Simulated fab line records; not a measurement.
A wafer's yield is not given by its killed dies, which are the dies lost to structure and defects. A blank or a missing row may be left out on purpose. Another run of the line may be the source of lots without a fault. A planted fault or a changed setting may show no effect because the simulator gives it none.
Check for tools in common / flow gf180mcu / 14 lots, 42 wafers sampled

## REASON FOR OPENING
GF_VT_IMPLANT_RS_MEAS_48, reading LVPWELL_RS: flagged on 3 of 14 lots. Fault-free wafers read 1196 ohm/sq, with a standard deviation of 3.2.
Rule: a lot is flagged in two cases, either no wafer of it has a number, or all its wafers with numbers fall more than 4 standard deviations from that mean. All remaining lots are regarded as sound.

lot=L586; measured=day 7 13:58; on=film-metro-03; LVPWELL_RS (ohm/sq), wafer by wafer=1199 1194 1197; flag=
lot=L587; measured=day 7 18:41; on=film-metro-04; LVPWELL_RS (ohm/sq), wafer by wafer=1190 1189 1190; flag=
lot=L589; measured=day 8 09:46; on=film-metro-04; LVPWELL_RS (ohm/sq), wafer by wafer=1196 1195 1197; flag=
lot=L590; measured=day 8 15:59; on=film-metro-01; LVPWELL_RS (ohm/sq), wafer by wafer=1203 1198 1198; flag=
lot=L591; measured=day 8 22:59; on=film-metro-01; LVPWELL_RS (ohm/sq), wafer by wafer=1200 1197 1200; flag=
lot=L592; measured=day 9 05:40; on=film-metro-01; LVPWELL_RS (ohm/sq), wafer by wafer=1198 1195 1190; flag=
lot=L595; measured=day 10 01:59; on=film-metro-03; LVPWELL_RS (ohm/sq), wafer by wafer=1201 1202 1201; flag=
lot=L596; measured=day 10 11:00; on=film-metro-03; LVPWELL_RS (ohm/sq), wafer by wafer=1260 1256 1262; flag=FLAGGED
lot=L598; measured=day 10 22:52; on=film-metro-03; LVPWELL_RS (ohm/sq), wafer by wafer=1256 1252 1253; flag=FLAGGED
lot=L599; measured=day 11 03:44; on=film-metro-01; LVPWELL_RS (ohm/sq), wafer by wafer=1247 1249 1250; flag=FLAGGED
lot=L604; measured=day 12 10:50; on=film-metro-01; LVPWELL_RS (ohm/sq), wafer by wafer=1197 1194 1196; flag=
lot=L606; measured=day 12 23:13; on=film-metro-03; LVPWELL_RS (ohm/sq), wafer by wafer=1199 1199 1200; flag=
lot=L607; measured=day 13 04:44; on=film-metro-03; LVPWELL_RS (ohm/sq), wafer by wafer=1196 1198 1198; flag=
lot=L608; measured=day 13 12:54; on=film-metro-01; LVPWELL_RS (ohm/sq), wafer by wafer=1193 1195 1197; flag=
The mean of the flagged lots' numbers is 1254 ohm/sq, +58 ohm/sq from the usual (+18 standard deviations).

## EACH LOT AND THE TOOL IT RAN ON
The record keeps 1 process step preceding the reading, out of 602 steps on the route. Read each cell as the tool, then ch plus the chambers that the sampled wafers visited, then the start.
lot=L586; flag=; GF_LVPWELL_IMPLANT_08=implanter-02 ch 0, day 3 20:22
lot=L587; flag=; GF_LVPWELL_IMPLANT_08=implanter-01 ch 0, day 4 01:41
lot=L589; flag=; GF_LVPWELL_IMPLANT_08=implanter-01 ch 0, day 4 12:43
lot=L590; flag=; GF_LVPWELL_IMPLANT_08=implanter-01 ch 0, day 4 18:14
lot=L591; flag=; GF_LVPWELL_IMPLANT_08=implanter-03 ch 0, day 5 00:27
lot=L592; flag=; GF_LVPWELL_IMPLANT_08=implanter-01 ch 0, day 5 05:43
lot=L595; flag=; GF_LVPWELL_IMPLANT_08=implanter-03 ch 0, day 5 23:41
lot=L596; flag=FLAGGED; GF_LVPWELL_IMPLANT_08=implanter-01 ch 0, day 6 06:01
lot=L598; flag=FLAGGED; GF_LVPWELL_IMPLANT_08=implanter-01 ch 0, day 6 17:19
lot=L599; flag=FLAGGED; GF_LVPWELL_IMPLANT_08=implanter-01 ch 0, day 6 21:53
lot=L604; flag=; GF_LVPWELL_IMPLANT_08=implanter-02 ch 0, day 8 02:14
lot=L606; flag=; GF_LVPWELL_IMPLANT_08=implanter-03 ch 0, day 8 13:01
lot=L607; flag=; GF_LVPWELL_IMPLANT_08=implanter-02 ch 0, day 8 18:08
lot=L608; flag=; GF_LVPWELL_IMPLANT_08=implanter-01 ch 0, day 9 00:46
What is done by these steps:
- GF_LVPWELL_IMPLANT_08
- GF_VT_IMPLANT_RS_MEAS_48: measures by four-point-probe.

## FLAGGED AGAINST TOTAL, ONE TOOL AT A TIME (gauges that did the reading follow at the end)
step=GF_LVPWELL_IMPLANT_08; tool=implanter-01; lots run=8; flagged=3; share of the flagged lots=all; sound lots run after its first flagged lot=1 (L608)
step=GF_LVPWELL_IMPLANT_08; tool=implanter-02; lots run=3; flagged=0; share of the flagged lots=none; sound lots run after its first flagged lot=-
step=GF_LVPWELL_IMPLANT_08; tool=implanter-03; lots run=3; flagged=0; share of the flagged lots=none; sound lots run after its first flagged lot=-
step=GF_VT_IMPLANT_RS_MEAS_48; tool=film-metro-01; lots run=6; flagged=1; share of the flagged lots=some; sound lots run after its first flagged lot=2 (L604,L608)
step=GF_VT_IMPLANT_RS_MEAS_48; tool=film-metro-03; lots run=6; flagged=2; share of the flagged lots=some; sound lots run after its first flagged lot=2 (L606,L607)
step=GF_VT_IMPLANT_RS_MEAS_48; tool=film-metro-04; lots run=2; flagged=0; share of the flagged lots=none; sound lots run after its first flagged lot=-

## THE TABLE: WHAT IT ALLOWS
All flagged lots share 1 row of the table, namely implanter-01 at GF_LVPWELL_IMPLANT_08.
- implanter-01 at GF_LVPWELL_IMPLANT_08: 3 of its 8 lots flagged. Sound lots ran on it after the first flagged one (L608), which a lasting fault on the whole tool wouldn't allow. Its own readings (dose-ions-cm2) fall more than 4 standard deviations out on all wafers of the flagged lots.
None of the table's rows ran every flagged lot and, after the first, no sound lot.

## WHAT THE SIMULATOR PUT IN
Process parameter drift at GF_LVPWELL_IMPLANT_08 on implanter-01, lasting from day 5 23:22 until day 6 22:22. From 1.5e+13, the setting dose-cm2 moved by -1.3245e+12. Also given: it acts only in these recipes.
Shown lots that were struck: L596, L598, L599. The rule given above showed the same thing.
